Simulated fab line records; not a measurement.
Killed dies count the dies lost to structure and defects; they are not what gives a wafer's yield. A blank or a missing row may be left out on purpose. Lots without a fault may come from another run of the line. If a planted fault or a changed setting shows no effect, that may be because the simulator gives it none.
fab line records	flow gf180mcu
[record] lots = 24	wafers = 72	last-day = 34
route steps=602 shown V2@387 M3@413 V3@455 M4@457 V4@490 M5@533
lots with no fault: from the same line, run without faults
start-h: hours from the record's first day to the start of the lot's first wafer shown	wait-h: time in hours since the lot's previous step	" the same as in the row above	L1.1+2: one row covering several wafers at once	- no value, or no start given	* or withheld: withheld	< > ~ a bound
route shown NAME@n: NAME is a module with steps in the file, n the number in the route of the first one	usual: average and standard deviation across the fault-free wafers	same: alike in all rows	chamber/n: place in a boat	sites: the reading at each site	_std_site: the values' standard deviation	_edge_site: the outer-site mean with the inner-site mean subtracted	radius-mm: how far each site lies from the wafer's centre	mask NAME#n: copy n	behind: the most recent tool/chamber to have shaped the wafer	hold: reason for holding the lot/hours on hold/outcome of the hold	device: whichever transistor did not switch (one of n, p or np)	end of line: the same wafers' tests at the end of the route	for a step that has no rows: nothing shown but its recipe	killed: dies lost to structure and defects at the first sort, not the wafer's yield	map: dies across one wafer; x = killed, . = not, _ = none there
set.NAME: the setting that was run; set.NAME@STEP: the one run at that earlier step	model.NAME: the simulator's own value behind a step, which no gauge read
route steps across a sampled set of lots; one table per step, one row per wafer
services: from which hour (start-h, from the record's first day; less than 0 if before it) a tool's chamber was out of use, for how many hours, and why
[[steps]]
[step GF_V2_BOW_MEAS_05]
[recipe] mode = bow
[usual] V2_BOW = 100/7.4
lot.wafer	tool	chamber	start-h	wait-h	V2_BOW[um]
L074.3	film-metro-03	-	439.26	0.3	93
L074.4	"	-	"	"	111
L074.5	"	-	"	"	106
L075.2	film-metro-04	-	457.03	0.2	104
L075.3	"	-	"	"	97
L075.4	"	-	"	"	102
L077.1	film-metro-04	-	466.89	0.2	106
L077.3	"	-	"	"	97
L077.5	"	-	"	"	98
L076.2	film-metro-03	-	469.10	0.1	98
L076.4	"	-	"	"	86
L076.6	"	-	"	"	94
L078.2	film-metro-03	-	474.50	0.2	102
L078.4	"	-	"	"	106
L078.5	"	-	"	"	102
L079.1	film-metro-02	-	489.65	0.1	97
L079.4	"	-	"	"	101
L079.6	"	-	"	"	94
L080.3	film-metro-02	-	492.46	0.1	101
L080.5	"	-	"	"	100
L080.6	"	-	"	"	104
L081.2	film-metro-02	-	507.61	0.1	99
L081.3	"	-	"	"	104
L081.6	"	-	"	"	98
L082.3	film-metro-04	-	514.97	0.3	101
L082.4	"	-	"	"	98
L082.6	"	-	"	"	104
L083.3	film-metro-04	-	523.69	0.2	96
L083.4	"	-	"	"	99
L083.5	"	-	"	"	94
L084.2	film-metro-03	-	536.46	0.2	115
L084.5	"	-	"	"	113
L084.6	"	-	"	"	108
L085.2	film-metro-04	-	541.49	0.1	96
L085.3	"	-	"	"	92
L085.5	"	-	"	"	103
L086.1	film-metro-02	-	545.67	0.2	91
L086.2	"	-	"	"	109
L086.5	"	-	"	"	109
L087.2	film-metro-03	-	559.00	0.2	89
L087.3	"	-	"	"	95
L087.6	"	-	"	"	107
L088.4	film-metro-02	-	567.88	0.2	90
L088.5	"	-	"	"	97
L088.6	"	-	"	"	101
L089.2	film-metro-03	-	568.50	0.2	106
L089.4	"	-	"	"	93
L089.5	"	-	"	"	115
L090.2	film-metro-02	-	573.96	0.2	107
L090.4	"	-	"	"	104
L090.5	"	-	"	"	94
L091.4	film-metro-03	-	591.77	0.2	102
L091.5	"	-	"	"	99
L091.6	"	-	"	"	99
L092.1	film-metro-02	-	593.79	0.1	104
L092.2	"	-	"	"	108
L092.3	"	-	"	"	101
L093.2	film-metro-04	-	596.51	0.2	110
L093.4	"	-	"	"	96
L093.5	"	-	"	"	97
L094.2	film-metro-03	-	603.39	0.2	99
L094.3	"	-	"	"	106
L094.4	"	-	"	"	90
L095.1	film-metro-04	-	630.74	0.2	101
L095.2	"	-	"	"	102
L095.6	"	-	"	"	92
L096.1	film-metro-04	-	632.29	0.2	104
L096.2	"	-	"	"	86
L096.4	"	-	"	"	88
L097.1	film-metro-02	-	634.91	0.2	107
L097.2	"	-	"	"	101
L097.3	"	-	"	"	102
[step GF_M3_SPUTTER_04]
[recipe] material = TiN	target-thk-nm = 50	power-w = 6500	time-s = 41.7	chamber-pressure-pa = 0.4
[usual] throttle-valve-pct = 30.4/1.2
lot.wafer	tool	chamber	start-h	wait-h	throttle-valve-pct
L074.3	pvd-sputter-04	-	465.30	0.0	30.1
L074.4	"	-	"	"	31.1
L074.5	"	-	"	"	31.0
L075.2	pvd-sputter-04	-	482.24	0.0	32.1
L075.3	"	-	"	"	30.1
L075.4	"	-	"	"	30.8
L077.1	pvd-sputter-02	-	492.56	0.0	30.7
L077.3	"	-	"	"	30.6
L077.5	"	-	"	"	27.7
L076.2	pvd-sputter-04	-	494.91	0.0	31.5
L076.4	"	-	"	"	29.8
L076.6	"	-	"	"	30.2
L078.2	pvd-sputter-04	-	500.34	0.0	31.0
L078.4	"	-	"	"	29.9
L078.5	"	-	"	"	30.6
L079.1	pvd-sputter-02	-	515.40	0.0	31.0
L079.4	"	-	"	"	30.8
L079.6	"	-	"	"	31.0
L080.3	pvd-sputter-02	-	518.03	0.0	27.6
L080.5	"	-	"	"	27.7
L080.6	"	-	"	"	30.9
L081.2	pvd-sputter-01	-	532.97	0.0	29.8
L081.3	"	-	"	"	29.7
L081.6	"	-	"	"	29.6
L082.3	pvd-sputter-02	-	539.68	0.0	30.7
L082.4	"	-	"	"	30.8
L082.6	"	-	"	"	27.7
L083.3	pvd-sputter-02	-	548.15	0.0	30.9
L083.4	"	-	"	"	30.8
L083.5	"	-	"	"	30.8
L084.2	pvd-sputter-04	-	561.21	0.0	32.1
L084.5	"	-	"	"	32.0
L084.6	"	-	"	"	31.3
L085.2	pvd-sputter-01	-	565.69	0.0	29.6
L085.3	"	-	"	"	30.7
L085.5	"	-	"	"	29.8
L086.1	pvd-sputter-01	-	570.25	0.0	30.7
L086.2	"	-	"	"	29.5
L086.5	"	-	"	"	30.0
L087.2	pvd-sputter-04	-	582.08	0.0	31.3
L087.3	"	-	"	"	32.0
L087.6	"	-	"	"	31.2
L088.4	pvd-sputter-02	-	591.60	0.0	27.7
L088.5	"	-	"	"	31.0
L088.6	"	-	"	"	27.7
L089.2	pvd-sputter-04	-	592.32	0.0	31.4
L089.4	"	-	"	"	29.9
L089.5	"	-	"	"	31.4
L090.2	pvd-sputter-02	-	597.24	0.0	30.7
L090.4	"	-	"	"	27.6
L090.5	"	-	"	"	27.7
L091.4	pvd-sputter-04	-	614.56	0.0	32.2
L091.5	"	-	"	"	31.2
L091.6	"	-	"	"	32.1
L092.1	pvd-sputter-02	-	616.90	0.0	30.5
L092.2	"	-	"	"	31.1
L092.3	"	-	"	"	27.7
L093.2	pvd-sputter-04	-	619.15	0.0	31.6
L093.4	"	-	"	"	30.6
L093.5	"	-	"	"	29.8
L094.2	pvd-sputter-02	-	625.87	0.0	30.6
L094.3	"	-	"	"	27.8
L094.4	"	-	"	"	31.1
L095.1	pvd-sputter-02	-	653.26	0.0	31.2
L095.2	"	-	"	"	27.8
L095.6	"	-	"	"	30.9
L096.1	pvd-sputter-01	-	653.91	0.0	30.5
L096.2	"	-	"	"	29.6
L096.4	"	-	"	"	30.8
L097.1	pvd-sputter-02	-	657.20	0.0	30.7
L097.2	"	-	"	"	30.7
L097.3	"	-	"	"	30.9
[step GF_V3_CMP_26]
[recipe] stop-on = SiO2	down-force-psi = 3.5	platen-rpm = 60	t-overpolish-s = 15	target-thk-nm = 0	pad-velocity-m-s = 0.94248
[usual] motor-current-A = 11.0/1.4	overpolish-run-s = 14.999/0.0091	time-to-endpoint-s = 85/3.7
lot.wafer	tool	chamber	start-h	wait-h	motor-current-A	overpolish-run-s	time-to-endpoint-s
L074.4	cmp-01	0	516.18	0.1	9.3	14.980	88
L074.3	"	1	"	"	8.9	15.003	83
L074.5	"	2	"	"	10.6	14.973	87
L075.3	cmp-01	2	531.53	0.0	11.0	15.009	90
L075.2	"	3	"	"	12.8	14.988	85
L075.4	"	0	"	"	9.0	15.003	95
L077.1	cmp-02	2	541.97	0.1	10.2	14.997	87
L077.3	"	0	"	"	12.2	14.999	88
L077.5	"	2	"	"	10.0	14.991	88
L076.4	cmp-02	1	544.60	0.0	12.6	15.000	84
L076.2	"	3	"	"	11.3	14.990	86
L076.6	"	2	"	"	10.2	15.007	84
L078.2	cmp-01	1	549.62	0.0	9.3	14.996	87
L078.4	"	0	"	"	9.0	15.000	87
L078.5	"	1	"	"	8.9	14.995	87
L079.1	cmp-01	3	563.91	0.1	12.6	14.988	83
L079.4	"	0	"	"	9.0	14.999	90
L079.6	"	3	"	"	12.6	15.002	76
L080.3	cmp-02	3	567.19	0.1	11.3	14.998	83
L080.5	"	2	"	"	10.2	15.022	89
L080.6	"	3	"	"	11.7	14.999	86
L081.3	cmp-01	2	579.98	0.0	10.7	15.017	87
L081.2	"	0	"	"	9.3	15.016	86
L081.6	"	3	"	"	12.6	14.994	83
L082.3	cmp-02	2	587.46	0.1	10.1	15.004	90
L082.4	"	0	"	"	12.4	15.005	86
L082.6	"	3	"	"	11.6	15.001	87
L083.3	cmp-01	2	594.91	0.0	11.1	14.995	81
L083.4	"	3	"	"	12.9	15.003	76
L083.5	"	2	"	"	10.6	15.006	86
L084.2	cmp-01	1	606.91	0.1	9.4	14.992	89
L084.5	"	3	"	"	12.7	14.988	83
L084.6	"	0	"	"	9.6	15.006	91
L085.2	cmp-01	1	611.84	0.1	9.6	15.009	87
L085.3	"	2	"	"	10.0	14.982	90
L085.5	"	1	"	"	8.6	14.994	84
L086.2	cmp-02	1	615.49	0.1	12.4	15.012	84
L086.1	"	2	"	"	11.3	14.983	90
L086.5	"	0	"	"	12.2	15.007	88
L087.3	cmp-02	3	626.85	0.1	11.6	15.020	88
L087.2	"	1	"	"	12.9	15.005	84
L087.6	"	2	"	"	10.5	14.998	91
L088.4	cmp-02	3	636.07	0.0	12.2	14.989	83
L088.6	"	3	"	"	11.5	15.006	85
L088.5	"	0	"	"	11.7	15.003	85
L089.4	cmp-01	0	636.23	0.0	9.5	14.994	81
L089.2	"	3	"	"	12.8	14.987	77
L089.5	"	0	"	"	8.9	14.994	84
L090.2	cmp-01	1	642.23	0.1	8.9	15.002	81
L090.4	"	2	"	"	11.2	15.012	83
L090.5	"	1	"	"	9.2	14.999	83
L091.4	cmp-02	3	659.08	0.1	11.4	15.006	80
L091.5	"	2	"	"	10.0	14.994	83
L091.6	"	3	"	"	11.3	14.994	82
L092.3	cmp-01	2	660.28	0.0	10.5	15.011	86
L092.1	"	3	"	"	12.3	14.994	77
L092.2	"	1	"	"	9.2	14.999	84
L093.4	cmp-01	0	662.53	0.0	8.9	14.989	88
L093.2	"	3	"	"	12.3	15.001	79
L093.5	"	1	"	"	9.8	14.987	83
L094.4	cmp-01	1	668.56	0.0	9.0	14.994	89
L094.3	"	3	"	"	12.4	14.998	85
L094.2	"	0	"	"	9.4	15.001	93
L095.1	cmp-02	3	694.22	0.1	11.6	14.988	84
L095.2	"	0	"	"	11.1	14.989	89
L095.6	"	1	"	"	12.2	15.002	86
L096.2	cmp-01	3	694.51	0.0	12.3	15.015	75
L096.1	"	1	"	"	8.7	15.000	88
L096.4	"	2	"	"	11.1	14.996	85
L097.2	cmp-02	0	697.94	0.0	12.2	15.006	91
L097.3	"	1	"	"	12.6	14.988	85
L097.1	"	3	"	"	11.8	14.998	87
[step GF_M4_SPUTTER_01]
[recipe] material = TiN	target-thk-nm = 30	power-w = 6500	time-s = 25	chamber-pressure-pa = 0.4
[usual] throttle-valve-pct = 30.1/1.1
lot.wafer	tool	chamber	start-h	wait-h	throttle-valve-pct
L074.3	pvd-sputter-01	-	516.48	0.1	30.0
L074.4	"	-	"	"	30.6
L074.5	"	-	"	"	29.5
L075.2	pvd-sputter-02	-	531.93	0.1	27.6
L075.3	"	-	"	"	30.6
L075.4	"	-	"	"	30.8
L077.1	pvd-sputter-02	-	542.37	0.1	27.8
L077.3	"	-	"	"	30.7
L077.5	"	-	"	"	30.6
L076.2	pvd-sputter-02	-	545.00	0.1	30.6
L076.4	"	-	"	"	31.2
L076.6	"	-	"	"	31.2
L078.2	pvd-sputter-01	-	550.02	0.1	29.6
L078.4	"	-	"	"	30.0
L078.5	"	-	"	"	29.7
L079.1	pvd-sputter-01	-	564.32	0.1	30.6
L079.4	"	-	"	"	30.5
L079.6	"	-	"	"	29.9
L080.3	pvd-sputter-01	-	567.54	0.1	30.4
L080.5	"	-	"	"	29.8
L080.6	"	-	"	"	30.7
L081.2	pvd-sputter-01	-	580.38	0.1	29.8
L081.3	"	-	"	"	29.4
L081.6	"	-	"	"	29.6
L082.3	pvd-sputter-02	-	587.86	0.1	27.5
L082.4	"	-	"	"	30.7
L082.6	"	-	"	"	31.3
L083.3	pvd-sputter-02	-	595.31	0.1	30.8
L083.4	"	-	"	"	30.8
L083.5	"	-	"	"	30.7
L084.2	pvd-sputter-02	-	607.21	0.1	31.0
L084.5	"	-	"	"	30.8
L084.6	"	-	"	"	27.4
L085.2	pvd-sputter-02	-	612.19	0.1	27.7
L085.3	"	-	"	"	31.0
L085.5	"	-	"	"	31.2
L086.1	pvd-sputter-01	-	615.79	0.1	29.9
L086.2	"	-	"	"	30.7
L086.5	"	-	"	"	30.7
L087.2	pvd-sputter-01	-	627.20	0.1	29.7
L087.3	"	-	"	"	30.6
L087.6	"	-	"	"	29.9
L088.4	pvd-sputter-01	-	636.49	0.0	30.3
L088.5	"	-	"	"	30.6
L088.6	"	-	"	"	29.5
L089.2	pvd-sputter-02	-	636.63	0.1	31.0
L089.4	"	-	"	"	30.8
L089.5	"	-	"	"	31.1
L090.2	pvd-sputter-02	-	642.58	0.1	30.8
L090.4	"	-	"	"	27.6
L090.5	"	-	"	"	30.7
L091.4	pvd-sputter-02	-	659.43	0.1	30.7
L091.5	"	-	"	"	30.7
L091.6	"	-	"	"	27.7
L092.1	pvd-sputter-02	-	660.68	0.1	30.7
L092.2	"	-	"	"	27.6
L092.3	"	-	"	"	30.7
L093.2	pvd-sputter-01	-	662.93	0.1	30.6
L093.4	"	-	"	"	30.7
L093.5	"	-	"	"	30.7
L094.2	pvd-sputter-02	-	668.96	0.1	30.9
L094.3	"	-	"	"	31.0
L094.4	"	-	"	"	27.9
L095.1	pvd-sputter-02	-	694.52	0.1	31.1
L095.2	"	-	"	"	30.8
L095.6	"	-	"	"	31.0
L096.1	pvd-sputter-01	-	694.91	0.1	29.6
L096.2	"	-	"	"	30.5
L096.4	"	-	"	"	29.6
L097.1	pvd-sputter-01	-	698.34	0.1	30.7
L097.2	"	-	"	"	30.4
L097.3	"	-	"	"	29.8
[step GF_V4_CD_MEAS_14]
[recipe] target-cd-nm = 260
[usual] cd-nm = 259.9/1.2
lot.wafer	tool	chamber	start-h	wait-h	cd-nm
L074.3	cd-sem-02	-	563.34	0.1	258.3
L074.4	"	-	"	"	258.2
L074.5	"	-	"	"	259.2
L075.2	cd-sem-02	-	577.54	0.1	258.5
L075.3	"	-	"	"	258.6
L075.4	"	-	"	"	258.4
L077.1	cd-sem-01	-	588.35	0.1	259.4
L077.3	"	-	"	"	259.6
L077.5	"	-	"	"	260.2
L076.2	cd-sem-01	-	590.99	0.1	259.3
L076.4	"	-	"	"	259.6
L076.6	"	-	"	"	259.4
L078.2	cd-sem-01	-	595.92	0.1	257.5
L078.4	"	-	"	"	257.7
L078.5	"	-	"	"	258.0
L079.1	cd-sem-02	-	609.75	0.1	260.2
L079.4	"	-	"	"	261.0
L079.6	"	-	"	"	259.8
L080.3	cd-sem-01	-	611.74	0.1	258.9
L080.5	"	-	"	"	257.8
L080.6	"	-	"	"	257.7
L081.2	cd-sem-01	-	623.27	0.1	261.0
L081.3	"	-	"	"	259.5
L081.6	"	-	"	"	260.9
L082.3	cd-sem-02	-	631.94	0.1	260.5
L082.4	"	-	"	"	260.8
L082.6	"	-	"	"	261.4
L083.3	cd-sem-01	-	638.69	0.1	259.9
L083.4	"	-	"	"	260.7
L083.5	"	-	"	"	259.3
L084.2	cd-sem-02	-	649.88	0.1	259.8
L084.5	"	-	"	"	259.2
L084.6	"	-	"	"	260.5
L085.2	cd-sem-01	-	654.48	0.1	260.7
L085.3	"	-	"	"	261.7
L085.5	"	-	"	"	262.7
L086.1	cd-sem-01	-	657.95	0.1	261.7
L086.2	"	-	"	"	261.2
L086.5	"	-	"	"	260.3
L087.2	cd-sem-02	-	669.18	0.1	259.1
L087.3	"	-	"	"	258.7
L087.6	"	-	"	"	259.1
L088.4	cd-sem-02	-	678.17	0.1	261.8
L088.5	"	-	"	"	261.4
L088.6	"	-	"	"	262.4
L089.2	cd-sem-02	-	679.08	0.1	258.9
L089.4	"	-	"	"	259.5
L089.5	"	-	"	"	259.6
L090.2	cd-sem-01	-	683.57	0.1	261.0
L090.4	"	-	"	"	259.8
L090.5	"	-	"	"	260.6
L091.4	cd-sem-02	-	699.52	0.1	259.3
L091.5	"	-	"	"	258.4
L091.6	"	-	"	"	259.0
L092.1	cd-sem-01	-	700.11	0.1	260.3
L092.2	"	-	"	"	261.5
L092.3	"	-	"	"	260.4
L093.2	cd-sem-02	-	702.87	0.1	260.0
L093.4	"	-	"	"	260.1
L093.5	"	-	"	"	259.8
L094.2	cd-sem-02	-	708.63	0.1	260.2
L094.3	"	-	"	"	260.8
L094.4	"	-	"	"	260.0
L095.1	cd-sem-01	-	732.40	0.1	259.9
L095.2	"	-	"	"	258.1
L095.6	"	-	"	"	261.1
L096.1	cd-sem-01	-	733.35	0.1	260.9
L096.2	"	-	"	"	261.4
L096.4	"	-	"	"	260.4
L097.1	cd-sem-02	-	735.90	0.1	261.0
L097.2	"	-	"	"	260.2
L097.3	"	-	"	"	260.5
[step GF_M5_CD_MEAS_07]
[recipe] target-cd-nm = 280
[usual] cd-nm = 280.0/0.95
lot.wafer	tool	chamber	start-h	wait-h	cd-nm
L074.3	cd-sem-02	-	608.99	0.1	280.5
L074.4	"	-	"	"	280.1
L074.5	"	-	"	"	280.0
L075.2	cd-sem-01	-	622.39	0.1	280.6
L075.3	"	-	"	"	279.9
L075.4	"	-	"	"	280.0
L077.1	cd-sem-01	-	633.00	0.1	279.1
L077.3	"	-	"	"	279.4
L077.5	"	-	"	"	280.0
L076.2	cd-sem-02	-	634.69	0.1	279.3
L076.4	"	-	"	"	278.9
L076.6	"	-	"	"	280.2
L078.2	cd-sem-02	-	640.88	0.1	280.4
L078.4	"	-	"	"	280.2
L078.5	"	-	"	"	280.5
L079.1	cd-sem-02	-	652.33	0.2	280.5
L079.4	"	-	"	"	281.2
L079.6	"	-	"	"	279.8
L080.3	cd-sem-02	-	654.85	0.1	280.3
L080.5	"	-	"	"	281.3
L080.6	"	-	"	"	280.1
L081.2	cd-sem-01	-	666.09	0.1	280.5
L081.3	"	-	"	"	280.4
L081.6	"	-	"	"	280.4
L082.3	cd-sem-02	-	673.40	0.1	281.7
L082.4	"	-	"	"	281.1
L082.6	"	-	"	"	281.3
L083.3	cd-sem-02	-	680.35	0.1	277.7
L083.4	"	-	"	"	278.1
L083.5	"	-	"	"	278.7
L084.2	cd-sem-02	-	689.99	0.1	279.2
L084.5	"	-	"	"	280.6
L084.6	"	-	"	"	279.5
L085.2	cd-sem-01	-	694.49	0.1	280.7
L085.3	"	-	"	"	279.9
L085.5	"	-	"	"	281.5
L086.1	cd-sem-01	-	698.67	0.1	281.2
L086.2	"	-	"	"	281.6
L086.5	"	-	"	"	280.9
L087.2	cd-sem-01	-	708.98	0.1	280.0
L087.3	"	-	"	"	280.2
L087.6	"	-	"	"	279.1
L088.4	cd-sem-01	-	717.66	0.1	280.0
L088.5	"	-	"	"	281.0
L088.6	"	-	"	"	278.5
L089.2	cd-sem-02	-	718.57	0.1	279.0
L089.4	"	-	"	"	278.6
L089.5	"	-	"	"	277.6
L090.2	cd-sem-02	-	723.34	0.1	280.6
L090.4	"	-	"	"	280.4
L090.5	"	-	"	"	279.2
L091.4	cd-sem-01	-	737.37	0.1	281.2
L091.5	"	-	"	"	280.9
L091.6	"	-	"	"	280.6
L092.1	cd-sem-01	-	737.87	0.1	279.5
L092.2	"	-	"	"	279.9
L092.3	"	-	"	"	279.6
L093.2	cd-sem-02	-	741.12	0.1	279.6
L093.4	"	-	"	"	279.9
L093.5	"	-	"	"	279.6
L094.2	cd-sem-02	-	745.47	0.1	281.8
L094.3	"	-	"	"	281.3
L094.4	"	-	"	"	279.5
L095.1	cd-sem-01	-	767.20	0.1	280.2
L095.2	"	-	"	"	280.2
L095.6	"	-	"	"	280.3
L096.1	cd-sem-02	-	768.37	0.1	280.6
L096.2	"	-	"	"	279.9
L096.4	"	-	"	"	279.3
L097.1	cd-sem-01	-	770.01	0.1	279.7
L097.2	"	-	"	"	280.1
L097.3	"	-	"	"	279.6
[[services]]
tool	chamber	start-h	hours	kind
cmp-02	-	459.45	1.1	repair
cmp-02	-	461.29	1.4	repair
cmp-01	-	468.24	2.5	repair
cmp-02	-	470.20	1.7	repair
cmp-01	-	474.88	1.4	repair
pvd-sputter-01	-	492.64	5.8	repair
cmp-01	-	499.15	5.0	pm
pvd-sputter-04	-	510.34	4.3	repair
pvd-sputter-02	-	557.98	23.9	repair
pvd-sputter-01	-	571.10	2.4	repair
cmp-01	-	580.65	2.4	repair
cmp-01	-	587.00	4.0	pm
pvd-sputter-02	2	597.85	-	consumable-replace:kit
pvd-sputter-02	2	597.85	18.0	scheduled-down
pvd-sputter-02	2	597.85	18.0	vent-cycle
pvd-sputter-04	-	598.99	1.2	repair
pvd-sputter-01	3	630.43	-	consumable-replace:kit
pvd-sputter-01	3	630.43	18.0	scheduled-down
cmp-02	-	659.79	1.1	repair
cmp-02	-	682.73	2.5	repair
pvd-sputter-02	-	687.25	5.4	repair
pvd-sputter-02	1	695.61	-	consumable-replace:kit
pvd-sputter-02	1	695.61	18.0	scheduled-down
pvd-sputter-02	1	695.61	18.0	vent-cycle
[[key]]
fault none
